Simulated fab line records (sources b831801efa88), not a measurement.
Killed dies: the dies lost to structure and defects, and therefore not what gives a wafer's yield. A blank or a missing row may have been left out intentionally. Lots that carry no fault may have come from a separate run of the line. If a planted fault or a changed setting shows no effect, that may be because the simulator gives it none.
Which tool is to blame?	flow gf180mcu	33 wafers from 11 lots sampled at 3 of the route's 602 steps

## WHAT THE GAUGES READ, wafer by wafer
GF_TOP_METAL_CD_MEAS_14: target cd 440 nm.
lot	measured	on	cdNm (nm)
L241	day 28 01:43	cdSem-02	439.7 438.6 440.0
L243	day 28 17:47	cdSem-01	439.1 437.2 438.1
L245	day 29 09:16	cdSem-01	438.9 435.8 433.7
L246	day 29 20:16	cdSem-02	441.0 441.6 442.5
L247	day 30 08:46	cdSem-01	443.0 443.6 443.5
L251	day 31 12:05	cdSem-02	439.1 435.9 437.5
L255	day 32 07:10	cdSem-02	441.4 442.8 441.1
L257	day 32 18:32	cdSem-02	443.8 445.4 445.0
L259	day 33 09:41	cdSem-01	442.5 440.5 442.4
L260	day 33 13:19	cdSem-01	440.9 443.4 442.6
L263	day 34 07:41	cdSem-01	436.9 438.8 436.4

## WHICH TOOL RAN EACH LOT (tool, then ch and the chambers of the sampled wafers, then the start)
lot	GF_M5_ETCH_09	GF_M5_STRIP_11
L241	rieDiel-03 ch 1,2,3, day 26 07:31	plasmaAsher-02 ch 0,1, day 26 07:43
L243	rieDiel-02 ch 2,3, day 26 22:38	plasmaAsher-04 ch 0,1, day 26 22:47
L245	rieDiel-03 ch 2,3, day 27 15:44	plasmaAsher-04 ch 0,1, day 27 15:53
L246	rieDiel-01 ch 1,2, day 28 03:14	plasmaAsher-03 ch 0,1, day 28 03:23
L247	rieDiel-03 ch 1,2,3, day 28 15:50	plasmaAsher-02 ch 0,1, day 28 16:02
L251	rieDiel-01 ch 1,2,3, day 29 20:41	plasmaAsher-02 ch 0,1, day 29 20:50
L255	rieDiel-01 ch 0,2,3, day 30 17:29	plasmaAsher-04 ch 0,1, day 30 17:38
L257	rieDiel-03 ch 0,3, day 31 05:41	plasmaAsher-02 ch 0,1, day 31 05:52
L259	rieDiel-02 ch 0,3, day 31 22:08	plasmaAsher-04 ch 0,1, day 31 22:19
L260	rieDiel-03 ch 1,2,3, day 32 01:11	plasmaAsher-03 ch 0,1, day 32 01:23
L263	rieDiel-02 ch 0,1, day 32 22:08	plasmaAsher-02 ch 0,1, day 32 22:17
- GF_M5_ETCH_09: etches Si3N4 in CF4/O2, target depth 52 nm, time 11.6 s.
- GF_M5_STRIP_11: strips in O2/N2.

## AS READ BY THE TOOLS THEMSELVES (means over the sampled wafers that have a number; for cases with no such wafer, the mark the record gives instead)
GF_M5_ETCH_09.
lot	tool	chamberPressureMTorr (mTorr)	drypumpMotorCurrentA (A)	oesProductAu (a.u.)	throttleValvePct (%)
L241	rieDiel-03	149.92	5.2	0.994	5.958
L243	rieDiel-02	149.90	5.6	1.009	5.968
L245	rieDiel-03	149.91	5.4	0.993	5.968
L246	rieDiel-01	149.92	5.7	0.999	5.961
L247	rieDiel-03	150.08	5.2	0.992	5.971
L251	rieDiel-01	150.02	5.7	1.001	5.975
L255	rieDiel-01	149.94	5.7	0.994	5.969
L257	rieDiel-03	149.97	5.7	1.011	5.979
L259	rieDiel-02	150.09	5.7	1.015	5.972
L260	rieDiel-03	150.01	5.2	1.006	5.973
L263	rieDiel-02	149.88	5.5	0.993	5.963

GF_M5_STRIP_11.
lot	tool	chamberPressureMTorr (mTorr)	drypumpMotorCurrentA (A)	heaterPowerW (W)	oesProductAu (a.u.)	stripTimeToEndpointS (s)
L241	plasmaAsher-02	1500.4	5.6	330	0.520	7.03
L243	plasmaAsher-04	1499.1	5.7	300	0.523	7.02
L245	plasmaAsher-04	1500.8	5.7	300	0.528	7.06
L246	plasmaAsher-03	1499.0	5.3	349	0.516	7.04
L247	plasmaAsher-02	1499.3	5.6	324	0.523	7.05
L251	plasmaAsher-02	1500.3	5.6	326	0.519	7.03
L255	plasmaAsher-04	1500.6	6.0	297	0.524	7.07
L257	plasmaAsher-02	1500.2	5.6	324	0.525	7.03
L259	plasmaAsher-04	1500.8	5.7	300	0.522	7.07
L260	plasmaAsher-03	1500.0	5.3	334	0.520	6.99
L263	plasmaAsher-02	1500.0	5.6	329	0.526	7.09

## THE ANSWER, worked out from the rows above alone
Rule: the usual values come from the lots themselves. The widest of any qualifying gaps counts: lots, ordered by their means at a reading, are off when they make up no more than a third of the lots, leave a main group of 4 or more, and stand apart from it by 3 or more times the standard deviation of that group's means. A main group is skipped when, at the precision printed for the reading in the tables above, its means are all equal. A lot without any number at a reading at which 4 lots or more have one is off too. The other lots that the step has rows for count as sound. After the gauges, taken in route order, come the tools' own readings; for these a lot's mean is taken, as printed above. The first step at which some lot is off is used, and at that step the reading that is off furthest; a lot without a number counts as furthest.
Across all readings shown, no lot is off: no conclusion can be drawn from this.

## WHAT THE SIMULATOR HAD PUT IN
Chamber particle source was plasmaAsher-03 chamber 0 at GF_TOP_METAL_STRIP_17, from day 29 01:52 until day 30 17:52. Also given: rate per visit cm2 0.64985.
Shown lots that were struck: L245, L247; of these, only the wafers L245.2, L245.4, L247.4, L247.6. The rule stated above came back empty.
